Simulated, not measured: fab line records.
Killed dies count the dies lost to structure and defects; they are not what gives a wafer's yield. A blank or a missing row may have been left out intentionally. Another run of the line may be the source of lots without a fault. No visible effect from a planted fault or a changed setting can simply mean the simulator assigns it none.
What tool caused it? :: flow gf180mcu :: 17 wafers from 6 lots sampled at 2 of the route's 602 steps

WHAT THE GAUGES READ, wafer by wafer
GF_STI_THK_MEAS_04.
lot: L413
measured: day 1 23:34
on: film metro-02
STI_CVD_03_THK (nm): 208.2 208.2 207.3

lot: L415
measured: day 2 09:34
on: film metro-02
STI_CVD_03_THK (nm): 205.4 205.1 205.0

lot: L418
measured: day 3 00:40
on: film metro-03
STI_CVD_03_THK (nm): 206.7 205.9

lot: L421
measured: day 3 15:35
on: film metro-02
STI_CVD_03_THK (nm): 204.8 205.0 204.8

lot: L424
measured: day 4 06:34
on: film metro-01
STI_CVD_03_THK (nm): 205.6 205.4 206.5

lot: L428
measured: day 5 02:34
on: film metro-03
STI_CVD_03_THK (nm): 200.5 193.0 189.7 200.4 193.1 189.6

TOOL THAT RAN EACH LOT (tool first, then ch and the chambers of the sampled wafers, then the start)
lot: L413
GF_STI_CVD_03: lpcvd-02 ch 1, day 1 21:34

lot: L415
GF_STI_CVD_03: lpcvd-01 ch 0, day 2 07:34

lot: L418
GF_STI_CVD_03: lpcvd-02 ch 0, day 2 22:40

lot: L421
GF_STI_CVD_03: lpcvd-02 ch 0, day 3 13:34

lot: L424
GF_STI_CVD_03: lpcvd-01 ch 0, day 4 04:34

lot: L428
GF_STI_CVD_03: lpcvd-02 ch 1, day 5 00:34
- GF_STI_CVD_03: deposits Si3N4 from DCS/NH3, target thk 207.16 nm, time 3551 s.

THE ANSWER, worked out from the rows above alone
Rule: usual is defined by the lots themselves. The widest of any qualifying gaps counts: lots, ordered by their means at a reading, are off when they make up no more than a third of the lots, leave a main group of 4 or more, and stand apart from it by 3 or more times the standard deviation of that group's means. If all means in a main group match to the digits the tables above print for the reading, that group is not used. Also off: a lot with no number at a reading for which 4 or more lots have one. Any other lot the step has rows for is counted as sound.
Off: L428, seen at GF_STI_THK_MEAS_04 (STI_CVD_03_THK). The main group has a mean of 206.0 nm with a standard deviation of 1.1.
If a tool, at a process step before that reading, ran all the lots that are off and no sound lot after the first of them, it fits. Gauges at GF_STI_THK_MEAS_04: tried the same way as those tools. This does not decide it: 2 tools fit, namely lpcvd-02 at GF_STI_CVD_03 and film metro-03 at GF_STI_THK_MEAS_04.

WHAT THE SIMULATOR PUT IN
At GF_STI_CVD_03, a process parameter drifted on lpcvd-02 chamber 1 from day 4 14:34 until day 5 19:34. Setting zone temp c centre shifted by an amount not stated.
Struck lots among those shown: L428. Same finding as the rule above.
